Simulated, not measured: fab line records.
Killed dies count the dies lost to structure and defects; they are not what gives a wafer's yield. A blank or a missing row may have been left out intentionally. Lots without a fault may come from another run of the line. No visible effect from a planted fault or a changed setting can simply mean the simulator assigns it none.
fab line records	flow sky130
record: lots: 6	wafers: 18	last_day: 49
route steps=708 shown DNWELL@35 PWDE@45 PAD_OPEN@708
lots that met no fault: from a run of the same line without faults
start_h: start of the lot's first displayed wafer, in hours after the record's first day	wait_h: time in hours since the lot's previous step	" identical to the entry in the row above	L1.1+2: several wafers, shown together as one row	- value missing, or start not given	* or withheld: withheld	< > ~ a bound
route shown NAME@n: names a module that has steps shown in the file, with the first one's number in the route	usual: average and standard deviation across the fault-free wafers	same: alike in all rows	chamber/n: place in a boat	sites: each site's reading	_std_site: standard deviation across them	_edge_site: outer sites' mean less inner sites'	radius_mm: for every site, how far away it sits from the centre of the wafer	mask NAME#n: copy n	behind: the tool/chamber that last shaped the wafer	hold: the reason the lot was held/the length of the hold in hours/how it ended	device: the transistor (n, p or np) that didn't switch	end of line: tests of these same wafers at the route's end	step lacking rows: just its recipe	killed: count of dies lost to structure and defects at first sort (not the wafer's yield)	map: a wafer's dies, marking killed ones x, the rest . and places with no die _
set.NAME: setting as actually run; set.NAME@STEP: the setting as run at that earlier step	model.NAME: the simulator's own value behind a step, which no gauge read
lots seen at some steps along the route; tables by step, rows by wafer
services: a tool's chamber out of use, with start hour (start_h, from the record's first day; less than 0 if before it), hours out, and reason
== steps ==
step: SKY_DNWELL_DEHYDRATE_00
recipe: temp_c: 200	time_s: 60
step: SKY_DNWELL_HMDS_01
recipe: prime_time_s: 60	prime_temp_c: 120
step: SKY_DNWELL_COAT_02
recipe: spin_rpm: 2000	resist_thk_nm: 3000
step: SKY_DNWELL_SOFTBAKE_03
recipe: temp_c: 110	time_s: withheld
step: SKY_DNWELL_EXPOSE_04
recipe: mask_id: DNM	na: 0.57	target_cd_nm: 3000	dose_mj: 222
step: SKY_DNWELL_PEB_05
recipe: temp_c: 115	time_s: withheld
step: SKY_DNWELL_DEVELOP_06
recipe: wall_angle_deg: 90	developer: TMAH	develop_time_s: 60	dev_temp_c: 23
step: SKY_DNWELL_IMPLANT_07
recipe: species: P	energy_kev: withheld	dose_cm2: withheld	tilt_deg: withheld
step: SKY_DNWELL_STRIP_08
recipe: chemistry: O2/N2	power_w: 1400	pressure_mtorr: 1500	platen_temp_c: withheld	o2_flow_sccm: 3000	n2_flow_sccm: 300	overash_fraction: 0.5
usual: drypump_motor_current_A: 5.8/0.54	oes_product_au: 0.722/0.0045	strip_time_to_endpoint_s: 36.87/0.097
lot.wafer	tool	chamber	start_h	wait_h	drypump_motor_current_A	oes_product_au	rf_hours_counter_h	strip_time_to_endpoint_s
L332.1	plasma_asher-04	0	64.91	0.1	6.3	0.723	37	36.85
L332.4	"	1	"	"	5.2	0.727	-	36.84
L332.6	"	0	"	"	6.3	0.725	-	36.70
L333.1	plasma_asher-04	0	68.61	0.1	6.3	0.721	37	36.98
L333.5	"	1	"	"	5.2	0.722	-	36.88
L333.6	"	0	"	"	6.3	0.720	-	36.89
L340.1	plasma_asher-03	0	108.50	0.1	6.3	0.719	27	36.79
L340.2	"	1	"	"	6.5	0.720	27	36.73
L340.6	"	0	"	"	6.3	0.728	-	36.76
L342.2	plasma_asher-04	0	117.66	0.1	6.3	0.718	42	36.79
L342.3	"	1	"	"	5.2	0.718	-	37.02
L342.5	"	0	"	"	6.3	0.724	-	36.86
L344.2	plasma_asher-04	1	127.85	0.1	5.2	0.714	43	36.94
L344.5	"	0	"	"	6.3	0.726	-	36.89
L344.6	"	1	"	"	5.2	0.725	-	36.84
L346.3	plasma_asher-03	1	140.58	0.1	6.5	0.720	-	36.73
L346.5	"	0	"	"	6.3	0.722	-	36.79
L346.6	"	1	"	"	6.5	0.721	-	36.84
step: SKY_DNWELL_TW_MEAS_09
usual: DNWELL_TW: 1113/6.6
lot.wafer	tool	chamber	start_h	wait_h	DNWELL_TW
L332.1	film_metro-01	-	65.01	0.1	1123
L332.4	"	-	"	"	1130
L332.6	"	-	"	"	1121
L333.1	film_metro-01	-	68.71	0.1	1115
L333.5	"	-	"	"	1109
L333.6	"	-	"	"	1118
L340.1	film_metro-03	-	108.60	0.1	1111
L340.2	"	-	"	"	1111
L340.6	"	-	"	"	1107
L342.2	film_metro-01	-	117.77	0.1	1106
L342.3	"	-	"	"	1103
L342.5	"	-	"	"	1109
L344.2	film_metro-01	-	127.96	0.1	1112
L344.5	"	-	"	"	1112
L344.6	"	-	"	"	1115
L346.3	film_metro-03	-	140.67	0.1	1105
L346.5	"	-	"	"	1099
L346.6	"	-	"	"	1110
step: SKY_PWDE_DEHYDRATE_00
recipe: temp_c: 200	time_s: 60
step: SKY_PWDE_HMDS_01
recipe: prime_time_s: 60	prime_temp_c: 120
step: SKY_PWDE_COAT_02
recipe: spin_rpm: 2000	resist_thk_nm: 3000
lot.wafer	tool	chamber	start_h	wait_h	model.coat_of_PWDE_COAT_02.thk_nm
L332.1	litho_track-04	0	73.33	0.1	2993
L332.4	"	0	"	"	2983
L332.6	"	0	"	"	2992
L333.1	litho_track-03	0	77.26	0.1	2981
L333.5	"	0	"	"	2977
L333.6	"	0	"	"	2986
L340.1	litho_track-04	0	118.08	0.1	2996
L340.2	"	0	"	"	960.6
L340.6	"	0	"	"	3004
L342.2	litho_track-04	0	127.25	0.1	957
L342.3	"	0	"	"	958.9
L342.5	"	0	"	"	955.5
L344.2	litho_track-01	0	137.47	0.1	2986
L344.5	"	0	"	"	2990
L344.6	"	0	"	"	2984
L346.3	litho_track-01	0	149.94	0.1	2992
L346.5	"	0	"	"	2979
L346.6	"	0	"	"	2985
step: SKY_PWDE_SOFTBAKE_03
recipe: temp_c: 110	time_s: withheld
step: SKY_PWDE_EXPOSE_04
recipe: mask_id: PWDEM	na: 0.6	source_shape: conventional	sigma_outer: 0.6	polarization: unpolarized	target_cd_nm: 840	dose_mj: 214
step: SKY_PWDE_PEB_05
recipe: temp_c: 115	time_s: withheld
step: SKY_PWDE_DEVELOP_06
recipe: wall_angle_deg: 90	developer: TMAH	develop_time_s: 60	dev_temp_c: 23
same: develop_time_s: 60
lot.wafer	tool	chamber	start_h	wait_h	model.coat_of_PWDE_COAT_02.thk_nm
L332.1	litho_track-01	0	-	-	2989
L332.4	"	0	"	"	2979
L332.6	"	0	"	"	2988
L333.1	litho_track-03	0	-	-	2977
L333.5	"	0	"	"	2973
L333.6	"	0	"	"	2982
L340.1	litho_track-04	0	-	-	2992
L340.2	"	0	"	"	956.3
L340.6	"	0	"	"	2999
L342.2	litho_track-04	0	-	-	952.8
L342.3	"	0	"	"	954.7
L342.5	"	0	"	"	951.2
L344.2	litho_track-04	0	-	-	2982
L344.5	"	0	"	"	2985
L344.6	"	0	"	"	2979
L346.3	litho_track-03	0	-	-	2988
L346.5	"	0	"	"	2975
L346.6	"	0	"	"	2981
step: SKY_PWDE_OVL_MEAS_07
usual: PWDE_OVL: -0.2/1.4
lot.wafer	tool	chamber	start_h	wait_h	PWDE_OVL[nm]
L332.1	overlay-02	-	82.35	-	-1.0
L332.4	"	-	"	"	-1.1
L332.6	"	-	"	"	-1.7
L333.1	overlay-02	-	86.46	-	0.4
L333.5	"	-	"	"	-1.7
L333.6	"	-	"	"	0.1
L340.1	overlay-02	-	127.93	-	1.5
L340.2	"	-	"	"	2.0
L340.6	"	-	"	"	-0.3
L342.2	overlay-02	-	136.88	-	-0.7
L342.3	"	-	"	"	-0.5
L342.5	"	-	"	"	-2.5
L344.2	overlay-01	-	146.98	-	-1.6
L344.5	"	-	"	"	-0.6
L344.6	"	-	"	"	0.5
L346.3	overlay-01	-	160.07	-	-0.3
L346.5	"	-	"	"	-1.2
L346.6	"	-	"	"	-0.3
step: SKY_PWDE_IMPLANT_08
recipe: species: B	energy_kev: 150	dose_cm2: 3.6e+12	tilt_deg: withheld
step: SKY_PWDE_STRIP_09
recipe: chemistry: O2/N2	power_w: 1400	pressure_mtorr: 1500	platen_temp_c: withheld	o2_flow_sccm: 3000	n2_flow_sccm: 300	overash_fraction: 0.5
usual: drypump_motor_current_A: 5.7/0.37	oes_product_au: 0.723/0.0047	strip_time_to_endpoint_s: 36.89/0.11
lot.wafer	tool	chamber	start_h	wait_h	drypump_motor_current_A	oes_product_au	rf_hours_counter_h	strip_time_to_endpoint_s
L332.1	plasma_asher-01	0	82.53	0.1	5.2	0.723	40	36.82
L332.4	"	1	"	"	5.7	0.722	-	36.71
L332.6	"	0	"	"	5.2	0.719	-	36.82
L333.1	plasma_asher-04	0	86.65	0.1	6.3	0.726	39	36.69
L333.5	"	1	"	"	5.2	0.729	-	36.64
L333.6	"	0	"	"	6.3	0.715	-	36.75
L340.1	plasma_asher-01	1	128.11	0.1	5.7	0.719	1	36.89
L340.2	"	0	"	"	5.2	0.721	1	12.94
L340.6	"	1	"	"	5.7	0.722	-	36.94
L342.2	plasma_asher-02	0	137.06	0.1	5.7	0.712	46	12.89
L342.3	"	1	"	"	6.1	0.720	-	12.92
L342.5	"	0	"	"	5.7	0.716	-	12.86
L344.2	plasma_asher-01	0	147.16	0.1	5.2	0.727	3	36.75
L344.5	"	1	"	"	5.7	0.726	-	36.77
L344.6	"	0	"	"	5.2	0.727	-	36.72
L346.3	plasma_asher-02	0	160.28	0.1	5.7	0.725	-	36.82
L346.5	"	0	"	"	5.7	0.733	-	36.67
L346.6	"	1	"	"	6.0	0.718	-	36.73
step: SKY_PWDE_TW_MEAS_10
usual: PWDE_TW: 373.5/2.8
lot.wafer	tool	chamber	start_h	wait_h	PWDE_TW
L332.1	film_metro-03	-	82.63	0.1	369.9
L332.4	"	-	"	"	369.0
L332.6	"	-	"	"	369.5
L333.1	film_metro-01	-	86.75	0.1	373.9
L333.5	"	-	"	"	372.8
L333.6	"	-	"	"	374.2
L340.1	film_metro-02	-	128.21	0.1	376.7
L340.2	"	-	"	"	378.0
L340.6	"	-	"	"	375.8
L342.2	film_metro-01	-	137.17	0.1	375.7
L342.3	"	-	"	"	373.7
L342.5	"	-	"	"	375.6
L344.2	film_metro-02	-	147.27	0.1	378.0
L344.5	"	-	"	"	375.5
L344.6	"	-	"	"	375.9
L346.3	film_metro-02	-	160.37	0.1	374.8
L346.5	"	-	"	"	375.2
L346.6	"	-	"	"	374.0
step: SKY_PAD_OPEN_PROBE_99
usual: killed_at_M0_to_M3: 43/6.7	killed_at_M4_up: 3.2/2.1	killed_at_contacts: 25/5.9	killed_at_front_end: 16/4.7	killed_at_other: 0.3/0.54	killed_dies: 87/9.8	killed_on_rim: 17/3.7	killed_open: 47/6.7	killed_short: 40/6.5
same: gross_dies: 492	killed_at_back_side: 0
lot.wafer	tool	chamber	start_h	wait_h	killed_at_M0_to_M3	killed_at_M4_up	killed_at_contacts	killed_at_front_end	killed_at_other	killed_dies	killed_on_rim	killed_open	killed_short
L332.1	prober-01	-	1106.25	0.1	57	2	19	23	0	101	20	53	48
L332.4	prober-01	-	1106.40	0.2	38	2	25	26	1	92	18	41	51
L332.6	prober-01	-	1106.50	0.2	40	6	23	19	0	88	23	44	44
L340.1	prober-02	-	1145.13	0.1	42	3	24	16	0	85	10	42	42
L340.2	prober-02	-	1145.18	0.1	42	1	17	424	0	484	96	48	30
L340.6	prober-02	-	1145.38	0.2	42	5	29	21	0	97	14	50	46
L342.2	prober-02	-	1150.74	0.1	44	2	24	407	0	477	96	49	36
L342.3	prober-02	-	1150.80	0.2	43	5	25	407	1	481	96	51	34
L342.5	prober-02	-	1150.89	0.2	43	2	28	405	1	479	96	50	47
L344.2	prober-02	-	1161.45	0.1	55	6	22	16	0	99	14	55	44
L344.5	prober-02	-	1161.60	0.2	52	5	23	14	0	94	20	50	44
L344.6	prober-02	-	1161.65	0.2	57	3	23	7	0	90	24	51	39
L346.3	prober-02	-	1171.21	0.2	61	3	20	22	0	106	26	55	51
L346.5	prober-02	-	1171.31	0.2	45	3	26	27	1	102	25	54	48
L346.6	prober-02	-	1171.36	0.2	39	1	32	15	0	87	18	56	31
killed by level:class
L332.1 VIA1:geometric_particle:open=18 METAL2:geometric_particle:short=10 FIELD_ISO:geometric_particle:open=9 VIA1:geometric_particle:short=6 LOCAL_INTERCONNECT:geometric_particle:short=5 FIELD_ISO:geometric_particle:short=4 LI_CONTACT:geometric_particle:open=4 CONTACT:geometric_particle:short=4
L332.4 VIA1:geometric_particle:open=9 VIA1:geometric_particle:short=9 POLY_GATE:geometric_particle:open=7 SPACER:geometric_particle:short=7 LI_CONTACT:geometric_particle:short=6 CONTACT:geometric_particle:open=6 FIELD_ISO:geometric_particle:short=5 CONTACT:geometric_particle:short=5
L332.6 LI_CONTACT:geometric_particle:open=9 VIA1:geometric_particle:open=8 FIELD_ISO:geometric_particle:short=7 VIA2:geometric_particle:open=6 VIA1:geometric_particle:short=6 FIELD_ISO:geometric_particle:open=5 CONTACT:geometric_particle:open=5 METAL1:geometric_particle:short=5
L340.1 CONTACT:geometric_particle:open=9 VIA2:geometric_particle:open=9 CONTACT:geometric_particle:short=7 METAL2:geometric_particle:short=7 VIA1:geometric_particle:short=6 VIA3:geometric_particle:open=6 POLY_GATE:geometric_particle:short=5 LI_CONTACT:geometric_particle:open=5
L340.2 PWDE:area_expose=406 VIA1:geometric_particle:open=10 VIA2:geometric_particle:open=8 VIA1:geometric_particle:short=7 FIELD_ISO:geometric_particle:open=6 VIA3:geometric_particle:open=6 FIELD_ISO:geometric_particle:short=5 LI_CONTACT:geometric_particle:open=5
L340.6 VIA1:geometric_particle:open=15 METAL2:geometric_particle:short=9 CONTACT:geometric_particle:open=8 VIA2:geometric_particle:open=7 FIELD_ISO:geometric_particle:short=6 LI_CONTACT:geometric_particle:open=6 CONTACT:geometric_particle:short=6 LOCAL_INTERCONNECT:geometric_particle:short=5
L342.2 PWDE:area_expose=391 VIA1:geometric_particle:open=19 LI_CONTACT:geometric_particle:open=8 CONTACT:geometric_particle:open=7 METAL2:geometric_particle:short=6 VIA2:geometric_particle:open=5 FIELD_ISO:geometric_particle:open=4 POLY_GATE:geometric_particle:short=4
L342.3 PWDE:area_expose=396 CONTACT:geometric_particle:open=13 VIA1:geometric_particle:open=9 LI_CONTACT:geometric_particle:open=6 METAL1:geometric_particle:short=6 VIA2:geometric_particle:open=6 VIA3:geometric_particle:open=5 FIELD_ISO:geometric_particle:open=4
L342.5 PWDE:area_expose=382 CONTACT:geometric_particle:open=12 FIELD_ISO:geometric_particle:open=7 VIA1:geometric_particle:open=7 FIELD_ISO:geometric_particle:short=6 VIA3:geometric_particle:open=6 POLY_GATE:geometric_particle:short=6 LI_CONTACT:geometric_particle:open=6
L344.2 CONTACT:geometric_particle:open=13 VIA3:geometric_particle:open=10 VIA1:geometric_particle:open=9 VIA2:geometric_particle:open=9 METAL1:geometric_particle:short=8 METAL2:geometric_particle:short=5 FIELD_ISO:geometric_particle:short=4 POLY_CUT:geometric_particle:open=4
L344.5 VIA1:geometric_particle:open=16 CONTACT:geometric_particle:open=12 METAL1:geometric_particle:short=8 METAL2:geometric_particle:short=6 VIA3:geometric_particle:open=6 POLY_GATE:geometric_particle:short=5 VIA2:geometric_particle:open=5 LI_CONTACT:geometric_particle:open=4
L344.6 VIA1:geometric_particle:open=17 CONTACT:geometric_particle:open=9 METAL1:geometric_particle:short=8 LOCAL_INTERCONNECT:geometric_particle:short=7 VIA2:geometric_particle:open=7 LI_CONTACT:geometric_particle:open=6 VIA1:geometric_particle:short=5 METAL2:geometric_particle:short=5
L346.3 VIA1:geometric_particle:open=16 VIA1:geometric_particle:short=13 FIELD_ISO:geometric_particle:short=8 VIA2:geometric_particle:open=8 LI_CONTACT:geometric_particle:open=7 METAL2:geometric_particle:short=7 FIELD_ISO:geometric_particle:open=6 CONTACT:geometric_particle:open=5
L346.5 CONTACT:geometric_particle:open=13 VIA3:geometric_particle:open=8 METAL1:geometric_particle:short=7 FIELD_ISO:geometric_particle:open=6 POLY_GATE:geometric_particle:short=6 VIA1:geometric_particle:open=6 METAL2:geometric_particle:short=6 FIELD_ISO:geometric_particle:short=5
L346.6 CONTACT:geometric_particle:open=14 VIA1:geometric_particle:open=11 LI_CONTACT:geometric_particle:open=9 VIA3:geometric_particle:short=5 VIA3:geometric_particle:open=4 FIELD_ISO:geometric_particle:open=4 LOCAL_INTERCONNECT:geometric_particle:short=4 METAL2:geometric_particle:short=4
map L340.2 (x killed, . not)
__________xxxxxxxxxx_________
________xxxxxxxxxxxxxx_______
______xxxxxxxxxxxxxxxxxx_____
_____xxxxxxx.xxxxxxxxxxxx____
____xxxxxxxxxxxxxxxxxxxxxx___
___xxxxxxxxxxxxxxxxxxxxxxxx__
__xxxxxxxxxxxxxxxxxxxxxxxxxx_
_xxxxxxxxxxxxxxxxxxxxxxxxxxxx
_xxxxxxxxxxxxx.xxxxxxx.xxxxxx
_xxxxxxxxxxxx.xxxxxxxxxxxxxxx
_xxxxxxxxxxxxxxxx.xxxxxxxxxxx
_xxxxxxxxxxxxxxx.xxxxxxxxxxxx
_xxxxxxxxxxxxxxxxxxxxxxxxxxxx
_xxxxxxxxxxxx.xx.xxxxxxxxxxxx
_xxxxxxxxxxxxxxxxxxxxxxxxxxxx
__xxxxxxxxxxxxxxxxxxxxxxxxxx_
___xxxxxxxxxxxxxxxxxxxxxxxx__
____xxxxxxxxxxxxxxxxxxxxxx___
_____xxxxxxxxxxxxxxxxxxxx____
______xxxxxxxxxxxxxxxxxx_____
________xxxxxxxxxxxxxx_______
__________xxxxxxxxxx_________
map L342.3 (x killed, . not)
__________xxxxxxxxxx_________
________xxxxxxxxxxxxxx_______
______xxxxxxxxxxxxxxxxxx_____
_____xxxxxxxxxxxxxxxxxxxx____
____xxxxxxxxxxxxxxxxxxxxxx___
___xxxxxxxxxxxxxxxxxxxxxxxx__
__xxxxxxxxxxxxxxxxxxxxxxxxxx_
_xxxxxxxxxxxxxxxxxxxxxxxxxxxx
_xxxxxxxxxxxxx.xxxxxxxxxxxxxx
_xxxxxxxxxxxxxxxxxxxxxxxxxxxx
_xxxxxxxxxxxxxxx.xxxxxxxxxxxx
_xxxxxxxxxxxxxx.xxxxxxxxxxxxx
_xxxxxxxxxxx.x.xx.xxxxxxxxxxx
_xxxxxxxxx.xxxx.xxxxxxxxxxxxx
_xxxxxxxxxxxxxxxxxxxxxxxxxxxx
__xxxx.xxxxxxxxxxxxxxxxxxxxx_
___xxxxxxxxxxxxx.xxxxxxxxxx__
____xxxxxxxxxxxxxxxxxxxxxx___
_____xxxxx.xxxxxxxxxxxxxx____
______xxxxxxxxxxxxxxxxxx_____
________xxxxxxxxxxxxxx_______
__________xxxxxxxxxx_________
== services ==
tool	chamber	start_h	hours	kind
plasma_asher-03	-	61.59	1.3	repair
plasma_asher-01	-	108.75	9.0	pm
plasma_asher-01	0	108.75	9.0	vent_cycle
plasma_asher-01	1	108.75	9.0	vent_cycle
plasma_asher-01	0	117.75	-	clean
plasma_asher-01	1	117.75	-	clean
litho_track-01	-	120.61	-	consumable_replace:filter
plasma_asher-04	-	120.87	2.1	repair
== key ==
first_sign: step: SKY_PWDE_STRIP_09	reading: strip_time_to_endpoint_s	direction: down	sigmas: 99+	usual: *	struck: *
effect: step: SKY_PAD_OPEN_PROBE_99	reading: killed_at_front_end	direction: up	sigmas: 84	usual: 16	struck: 411
model_effect: step: SKY_PWDE_COAT_02	value: coat_of_PWDE_COAT_02.thk_nm	without: 3007	struck: 958
model_effect: step: SKY_PWDE_DEVELOP_06	value: coat_of_PWDE_COAT_02.thk_nm	without: 3003	struck: 953.7
more_kills_born_at: SKY_PWDE_EXPOSE_04@iline_stepper-01: 1575
met_at SKY_PWDE_COAT_02
struck_wafers L340.2,L342.2,L342.3,L342.5
tester_left_out L340,L342
onset_between 73.33 118.08
fault: kind: process_parameter_drift	tool: litho_track-04	chamber: -	onset_h: 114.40	steps: SKY_PWDE_COAT_02	channel: resist_thk_nm	offset: -2044.2	shape: step	end_h: 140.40	scope: struck_wafers_only	acts_in: these_recipes_only	stated: 3000
tester_left_out: of these lots the tester's yield and bins aren't shown, on N5 and GAA mostly nor the transistor test; their killed dies are dies lost to structure and defects alone, not to doping, threshold or leakage, so they don't give the yield
